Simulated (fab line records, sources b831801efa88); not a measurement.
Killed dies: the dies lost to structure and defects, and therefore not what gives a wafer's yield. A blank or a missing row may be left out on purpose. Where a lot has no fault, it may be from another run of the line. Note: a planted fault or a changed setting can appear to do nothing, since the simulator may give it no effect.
Chamber matching :: flow sky130 :: SKY_METAL3_ETCH_17 on rie diel-02: 4 sister chambers
The step etches SiO2 in C4F8/O2/Ar, stops on TiN, time 3.9 s, target depth 15 nm. 4 wafers are shown with their chamber, then 7 later ones without.

== EACH WAFER AND ITS CHAMBER ==
wafer: L090.4
chamber: 2
oes product au (a.u.): 0.748

wafer: L092.2
chamber: 1
oes product au (a.u.): 0.773

wafer: L094.1
chamber: 3
oes product au (a.u.): 0.748

wafer: L094.4
chamber: 0
oes product au (a.u.): 0.754

== WAFERS WITHOUT THEIR CHAMBER ==
wafer: L094.5
oes product au (a.u.): 0.758

wafer: L095.1
oes product au (a.u.): 0.763

wafer: L095.5
oes product au (a.u.): 0.776

wafer: L095.6
oes product au (a.u.): 0.774

wafer: L096.2
oes product au (a.u.): 0.751

wafer: L096.3
oes product au (a.u.): 0.760

wafer: L096.6
oes product au (a.u.): 0.774

== WHICH CHAMBER EACH WENT THROUGH ==
wafer: L094.5
from the rows above: can't be placed: 0 or 2 or 3
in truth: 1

wafer: L095.1
from the rows above: can't be placed: 0 or 1 or 2 or 3
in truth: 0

wafer: L095.5
from the rows above: 1
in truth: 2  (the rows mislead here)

wafer: L095.6
from the rows above: 1
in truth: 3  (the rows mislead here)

wafer: L096.2
from the rows above: can't be placed: 0 or 2 or 3
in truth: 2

wafer: L096.3
from the rows above: can't be placed: 0 or 2 or 3 or 1
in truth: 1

wafer: L096.6
from the rows above: 1
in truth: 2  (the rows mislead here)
Correct placement for 0 of the 7. Not placeable from these rows: 4 (in 3, the candidates include the true chamber). Placed wrongly: 3.
How it was worked out, from the rows above alone: a wafer's distance from a chamber is the root of the sum, over the readings, of the square of ((its reading less the chamber's mean) divided by the reading's scatter). If the next closest chamber is less than 2 further off than the closest, the wafer can't be placed; otherwise it belongs to the closest. The mean given for a chamber averages the wafers shown for that chamber. The scatter: root of mean squared gap, hidden wafer to nearest shown wafer, with one shown wafer a chamber.
